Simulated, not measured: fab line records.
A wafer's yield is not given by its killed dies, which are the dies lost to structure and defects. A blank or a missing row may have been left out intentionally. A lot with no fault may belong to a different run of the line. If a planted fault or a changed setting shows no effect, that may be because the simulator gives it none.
The tool behind it: which one? | flow gf180mcu | Sampling: 12 lots, 36 wafers, 4 of 602 route steps

## WHAT THE GAUGES READ, wafer by wafer
GF_DUAL_GATE_THK_MEAS_03.
lot  | measured     | on            | DUAL_GATE_OXIDATION_00_THK (nm)
L487 | day 7 15:35  | film-metro-02 | 10.48 10.64 10.60
L488 | day 7 23:43  | film-metro-01 | 11.13 10.98 11.08
L490 | day 8 15:01  | film-metro-02 | 10.86 10.85 10.95
L492 | day 9 00:55  | film-metro-01 | 10.73 10.59 10.64
L495 | day 9 22:13  | film-metro-01 | 10.98 10.91 10.67
L497 | day 10 14:17 | film-metro-01 | 10.96 10.81 10.79
L500 | day 11 23:57 | film-metro-02 | 11.12 11.06 11.20
L505 | day 13 00:48 | film-metro-02 | 10.83 10.94 10.84
L506 | day 13 07:49 | film-metro-02 | 11.05 11.07 11.09
L507 | day 13 08:24 | film-metro-04 | 10.74 10.51 10.70
L508 | day 13 12:22 | film-metro-01 | 10.83 10.73 10.78
L509 | day 14 04:18 | film-metro-02 | 10.82 11.04 11.13

GF_HV_LDD_TW_MEAS_23.
lot  | measured     | on            | HV_LDD_2_TW
L487 | day 10 19:08 | film-metro-01 | 1065 1066 1072
L488 | day 11 02:28 | film-metro-01 | 1072 1069 1069
L490 | day 11 19:19 | film-metro-03 | 1060 1067 1063
L492 | day 12 08:38 | film-metro-02 | 1044 1040 1043
L495 | day 13 07:06 | film-metro-01 | 1065 1066 1065
L497 | day 14 01:30 | film-metro-01 | 1058 1064 1057
L500 | day 15 17:19 | film-metro-02 | 1050 1049 1050
L505 | day 16 19:32 | film-metro-03 | 918 917 922
L506 | day 17 06:01 | film-metro-01 | 915 917 911
L507 | day 17 04:56 | film-metro-02 | 1047 1050 1052
L508 | day 17 11:40 | film-metro-02 | 1045 1054 1049
L509 | day 18 02:55 | film-metro-02 | 1050 1048 1046

## EACH LOT AND THE TOOL THAT RAN IT (in order: tool; ch and the chambers of the sampled wafers; start)
lot  | GF_HV_LDD_STRIP_10                   | GF_HV_LDD_IMPLANT_21
L487 | plasma-asher-03 ch 0,1, day 10 00:53 | implanter-03 ch 0, day 10 18:55
L488 | plasma-asher-01 ch 0,1, day 10 08:10 | implanter-02 ch 0, day 11 02:13
L490 | plasma-asher-04 ch 0,1, day 11 00:31 | implanter-02 ch 0, day 11 19:05
L492 | plasma-asher-03 ch 0,1, day 11 13:47 | implanter-03 ch 0, day 12 08:23
L495 | plasma-asher-04 ch 1, day 12 11:28   | implanter-01 ch 0, day 13 06:51
L497 | plasma-asher-03 ch 0,1, day 13 05:04 | implanter-02 ch 0, day 14 01:15
L500 | plasma-asher-01 ch 0,1, day 14 19:28 | implanter-03 ch 0, day 15 17:04
L505 | plasma-asher-03 ch 0,1, day 15 21:35 | implanter-03 ch 0, day 16 19:17
L506 | plasma-asher-04 ch 0,1, day 16 06:43 | implanter-03 ch 0, day 17 05:48
L507 | plasma-asher-03 ch 0,1, day 16 06:31 | implanter-01 ch 0, day 17 04:41
L508 | plasma-asher-04 ch 0,1, day 16 12:06 | implanter-02 ch 0, day 17 11:26
L509 | plasma-asher-03 ch 0,1, day 17 03:49 | implanter-01 ch 0, day 18 02:42
- GF_HV_LDD_STRIP_10: strips in O2/N2.
- GF_HV_LDD_IMPLANT_21

## WHAT THE TOOLS THEMSELVES READ (means of the sampled wafers that have a number; where no wafer has one, the mark that the record gives instead)
GF_HV_LDD_STRIP_10.
lot  | tool            | drypump-motor-current-A (A) | heater-power-w (W) | oes-product-au (a.u.) | strip-time-to-endpoint-s (s)
L487 | plasma-asher-03 | 6.0                         | 363                | 0.718                 | 12.59
L488 | plasma-asher-01 | 5.4                         | 354                | 0.719                 | 12.61
L490 | plasma-asher-04 | 5.6                         | 360                | 0.720                 | 12.60
L492 | plasma-asher-03 | 6.0                         | 358                | 0.716                 | 12.59
L495 | plasma-asher-04 | 5.9                         | 365                | 0.715                 | 12.61
L497 | plasma-asher-03 | 5.8                         | 358                | 0.713                 | 12.65
L500 | plasma-asher-01 | 5.4                         | 356                | 0.713                 | 12.63
L505 | plasma-asher-03 | 6.0                         | 349                | 0.722                 | 12.64
L506 | plasma-asher-04 | 5.6                         | 360                | 0.717                 | 12.65
L507 | plasma-asher-03 | 5.8                         | 355                | 0.716                 | 12.59
L508 | plasma-asher-04 | 5.8                         | 367                | 0.715                 | 12.66
L509 | plasma-asher-03 | 5.8                         | 354                | 0.714                 | 12.64

GF_HV_LDD_IMPLANT_21.
lot  | tool         | dose-ions-cm2 | faraday-current-uA
L487 | implanter-03 | 5.001e+13     | 282
L488 | implanter-02 | 4.993e+13     | 279
L490 | implanter-02 | 4.998e+13     | 279
L492 | implanter-03 | 4.996e+13     | 281
L495 | implanter-01 | 4.996e+13     | 283
L497 | implanter-02 | 5.003e+13     | 279
L500 | implanter-03 | 4.998e+13     | 272
L505 | implanter-03 | 3.101e+13     | 176
L506 | implanter-03 | 3.107e+13     | 174
L507 | implanter-01 | 4.994e+13     | 278
L508 | implanter-02 | 5.003e+13     | 281
L509 | implanter-01 | 5.003e+13     | 283

## THE ANSWER, worked out from the rows above alone
Rule: the lots themselves supply what counts as usual. Put in order of their means at a reading, lots are off if they are a third of the lots or fewer, leave a main group of 4 or more, and stand apart from it by a gap of 3 or more times the standard deviation of the main group's means; of several such gaps the widest counts. A main group is skipped when, at the precision printed for the reading in the tables above, its means are all equal. Also off: a lot with no number at a reading for which 4 or more lots have one. Any other lot the step has rows for is counted as sound. The gauges are gone through in route order, then the tools' own readings, and for those a lot's mean is taken as printed above. The first step at which some lot is off is used, and at that step the reading that is off furthest; a lot without a number counts as furthest.
Off: at GF_HV_LDD_TW_MEAS_23 (HV_LDD_2_TW), L505, L506. The main group: mean 1056, standard deviation 9.3.
If a tool, at a process step before that reading, ran all the lots that are off and no sound lot after the first of them, it fits. The gauges at GF_HV_LDD_TW_MEAS_23 aren't tried: what is off there is off at GF_HV_LDD_IMPLANT_21 too, on other tools, and a gauge's error can't cause that. One fits: implanter-03 at GF_HV_LDD_IMPLANT_21. A fault onset in the window from L500 (day 15 17:04, its last sound lot) to L505 (day 16 19:17, its first lot off) fits.
The tool's own readings at GF_HV_LDD_IMPLANT_21 bear it out: on the lots that are off they differ by more than 5 times the standard deviation of the sound lots' means. dose-ions-cm2 reads 3.104e+13 there against 4.998e+13 on the sound lots; faraday-current-uA reads 175 there against 280 on the sound lots.

## WHAT THE SIMULATOR PUT IN
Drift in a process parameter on implanter-03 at GF_HV_LDD_IMPLANT_21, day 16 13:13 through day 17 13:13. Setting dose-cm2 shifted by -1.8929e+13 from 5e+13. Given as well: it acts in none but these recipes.
Struck lots among those shown: L505, L506. The rule above reached the same finding.
